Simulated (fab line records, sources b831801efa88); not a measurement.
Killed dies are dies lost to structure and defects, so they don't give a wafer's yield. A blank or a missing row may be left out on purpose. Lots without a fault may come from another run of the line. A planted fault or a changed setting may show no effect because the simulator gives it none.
One fault seen from 2 desks | flow sky130 | each desk has only its own numbers; what lay behind them comes last

THE METROLOGY DESK
What the gauges read, lot by lot, whatever tool the lot ran on: means of the sampled wafers that have a number. A lot is out of limits, marked OUT, if its mean lies more than 4 standard deviations from the usual mean; the brackets give that distance.
Columns: A = cd_nm at SKY_SONOS_ONO_CD_MEAS_13, usual 409.7 nm; B = GATE_OXIDE_OVL at SKY_GATE_OXIDE_OVL_MEAS_10, usual -0.4 nm; C = POLY_GATE_TW at SKY_RES_PROTECT_TW_MEAS_08, usual 4026
lot  | first seen here | A               | B    | C
L161 | day 12 11:17    | 409.3           | 1.0  | 4034
L162 | day 13 02:46    | 410.0           | 0.6  | 4038
L163 | day 13 03:21    | 409.2           | -0.6 | 4026
L165 | day 14 01:19    | 411.1           | -0.1 | 4040
L167 | day 14 12:37    | 411.6           | -1.3 | 4048
L174 | day 17 03:20    | 379.0 (-15) OUT | 0.7  | 3987
L175 | day 17 10:26    | 377.2 (-15) OUT | -0.1 | 4045
L176 | day 18 01:36    | 407.6           | 1.0  | 3982
L180 | day 19 08:44    | 410.6           | -0.8 | 4026
L181 | day 19 09:31    | 409.1           | -1.1 | 4010
L182 | day 19 20:26    | 410.3           | -0.1 | 4025
L183 | day 20 01:37    | 412.5           | -1.2 | 4002
This desk's finding: out of limits on L174, L175; first on L174, day 17 03:20 (cd_nm at SKY_SONOS_ONO_CD_MEAS_13). In limits: L161, L162, L163, L165, L167, L176, L180, L181, L182, L183.

THE TOOL OWNER'S DESK: iline_stepper-01
The tool's own readings at SKY_SONOS_ONO_EXPOSE_10 (exposes mask ONOM, target cd 410 nm): means of the sampled wafers that have a number, for each lot that ran on this tool. A lot is out of limits, marked OUT, if its mean lies more than 4 standard deviations from the usual mean; the brackets give that distance.
Columns: A = exposure_dose_mJ_cm2 at SKY_SONOS_ONO_EXPOSE_10, usual 147.76
lot  | first seen here | A
L163 | day 12 15:04    | 147.62
L165 | day 13 11:55    | 147.96
L167 | day 14 00:07    | 147.79
L174 | day 16 14:02    | 147.78
L175 | day 16 20:54    | 147.69
This desk's finding: nothing out of limits on any of the 5 lots.

PUT TOGETHER
The metrology desk could have raised an alarm at day 17 03:20, on L174, L175.
The tool owner's desk saw nothing out of limits.
The tool owner's desk has L174, L175 on record, within its limits.
Of the lots named, all ran SKY_SONOS_ONO_EXPOSE_10 on iline_stepper-01.

WHAT THE SIMULATOR HAD PUT IN
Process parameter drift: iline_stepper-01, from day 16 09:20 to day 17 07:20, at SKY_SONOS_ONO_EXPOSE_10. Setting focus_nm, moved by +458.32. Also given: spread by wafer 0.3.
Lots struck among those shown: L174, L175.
Hours from the fault's start to each desk's first reading out of limits: the metrology desk, 18.
